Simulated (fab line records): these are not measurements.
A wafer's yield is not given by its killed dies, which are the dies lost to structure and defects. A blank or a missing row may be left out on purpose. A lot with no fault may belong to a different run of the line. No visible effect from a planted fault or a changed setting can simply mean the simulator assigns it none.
Chamber matching	flow gf180mcu	3 sister chambers for GF_V2_CVD_02 on pecvd-04
The step deposits SiO2 from TEOS, target thk 850 nm, time 94.851 s. 20 wafers are shown with their chamber, then 10 later ones without.

## EACH WAFER AND ITS CHAMBER
wafer	chamber	heater-power-w (W)	susceptor-temp-C (C)
L074.1	2	589	399.98
L074.3	0	552	399.86
L074.5	2	628	399.93
L079.1	1	736	400.16
L079.3	0	534	399.66
L079.4	0	558	399.72
L081.1	0	564	400.17
L081.2	2	624	399.90
L081.6	1	727	400.17
L084.1	2	635	400.44
L084.2	1	781	400.09
L084.5	0	521	399.95
L085.2	0	534	399.79
L085.3	1	764	400.11
L085.4	2	492	399.59
L086.2	2	568	399.41
L086.3	0	557	400.01
L086.5	2	596	399.65
L091.1	2	568	400.03
L091.2	1	649	399.51

SIGNATURES, as means of the wafers listed above
reading	chamber 0	chamber 1	chamber 2	scatter within a chamber
heater-power-w	545.71	731.40	587.50	39.9
susceptor-temp-C	399.8800	400.0080	399.8662	0.267
Rule: a wafer's distance from a chamber is the root of the sum, over the readings, of the square of ((its reading less the chamber's mean) divided by the reading's scatter). The wafer belongs to the nearest chamber; if the next one is less than 2 further off, it can't be placed. The scatter: take each reading less its chamber's mean, square it, sum over the shown wafers, divide by the number of wafers less the number of chambers, and take the root.

## WAFERS WITH NO CHAMBER GIVEN
wafer	heater-power-w (W)	susceptor-temp-C (C)
L091.6	588	400.22
L092.3	496	400.13
L092.4	559	399.74
L092.6	786	399.82
L093.3	489	399.93
L093.4	722	399.73
L093.5	605	399.89
L096.2	624	399.41
L096.3	732	399.86
L096.5	494	399.97

## WHICH CHAMBER EACH WENT THROUGH
wafer	from the rows above	in truth
L091.6	can't be placed: 2 or 0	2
L092.3	can't be placed: 0 or 2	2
L092.4	can't be placed: 0 or 2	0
L092.6	1	1
L093.3	can't be placed: 0 or 2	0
L093.4	1	1
L093.5	can't be placed: 2 or 0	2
L096.2	can't be placed: 2 or 0 or 1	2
L096.3	1	1
L096.5	can't be placed: 0 or 2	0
3 of 10 placed correctly. Cannot be placed on the basis of these rows: 7; the candidates contain the true chamber in 7. Number placed wrongly: 0.
